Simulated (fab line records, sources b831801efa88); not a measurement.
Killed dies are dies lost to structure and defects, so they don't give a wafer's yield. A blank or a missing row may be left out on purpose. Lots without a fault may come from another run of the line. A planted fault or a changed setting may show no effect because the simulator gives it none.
Chamber matching | flow gf180mcu | GF_V3_CMP_26 on cmp-01: 4 sister chambers
The step polishes, stops on SiO2, t overpolish 15 s, target thk 0 nm. 14 wafers are shown with their chamber, then 7 later ones without.

WAFERS WITH THEIR CHAMBER
wafer  | chamber | motor_current_A (A) | overpolish_run_s (s) | time_to_endpoint_s (s)
L624.1 | 2       | 10.3                | 15.004               | 78
L624.2 | 3       | 10.7                | 15.005               | 80
L624.3 | 1       | 11.4                | 15.004               | 84
L626.1 | 1       | 10.8                | 14.996               | 85
L626.2 | 3       | 10.5                | 14.996               | 85
L626.5 | 0       | 11.5                | 14.999               | 82
L638.1 | 0       | 12.2                | 15.004               | 82
L638.3 | 3       | 10.5                | 15.003               | 84
L638.5 | 1       | 11.2                | 14.981               | 90
L639.2 | 3       | 10.5                | 15.006               | 88
L639.4 | 0       | 10.8                | 14.989               | 89
L639.6 | 2       | 10.1                | 15.002               | 86
L640.1 | 2       | 10.7                | 15.005               | 84
L640.2 | 0       | 11.7                | 14.984               | 84

SIGNATURES (means of the wafers above)
reading            | chamber 0 | chamber 1 | chamber 2 | chamber 3 | scatter within a chamber
motor_current_A    | 11.550    | 11.133    | 10.367    | 10.550    | 0.376
overpolish_run_s   | 14.99400  | 14.99367  | 15.00367  | 15.00250  | 0.00767
time_to_endpoint_s | 84.25     | 86.33     | 82.67     | 84.25     | 3.48
Rule: a wafer's distance from a chamber is the root of the sum, over the readings, of the square of ((its reading less the chamber's mean) divided by the reading's scatter). The wafer belongs to the nearest chamber; if the next one is less than 2 further off, it can't be placed. The scatter: the root of (the sum of the squares of (reading less its chamber's mean) over the shown wafers, divided by (wafers less chambers)).

WAFERS WITHOUT THEIR CHAMBER
wafer  | motor_current_A (A) | overpolish_run_s (s) | time_to_endpoint_s (s)
L640.6 | 11.3                | 15.001               | 90
L644.1 | 10.2                | 14.998               | 84
L644.2 | 12.1                | 14.981               | 79
L644.4 | 10.6                | 15.000               | 81
L645.1 | 12.2                | 14.994               | 83
L645.2 | 11.6                | 15.005               | 92
L645.4 | 10.5                | 15.011               | 84

WHICH CHAMBER EACH WENT THROUGH
wafer  | from the rows above               | in truth
L640.6 | can't be placed: 1 or 0 or 3 or 2 | 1
L644.1 | can't be placed: 2 or 3 or 1      | 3
L644.2 | can't be placed: 0 or 1           | 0
L644.4 | can't be placed: 2 or 3 or 1 or 0 | 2
L645.1 | can't be placed: 0 or 1           | 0
L645.2 | can't be placed: 1 or 0 or 3 or 2 | 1
L645.4 | can't be placed: 2 or 3 or 1      | 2
Placed correctly: 0 of 7. Can't be placed from these rows: 7 (the true chamber is among the candidates in 7). Placed wrongly: 0.
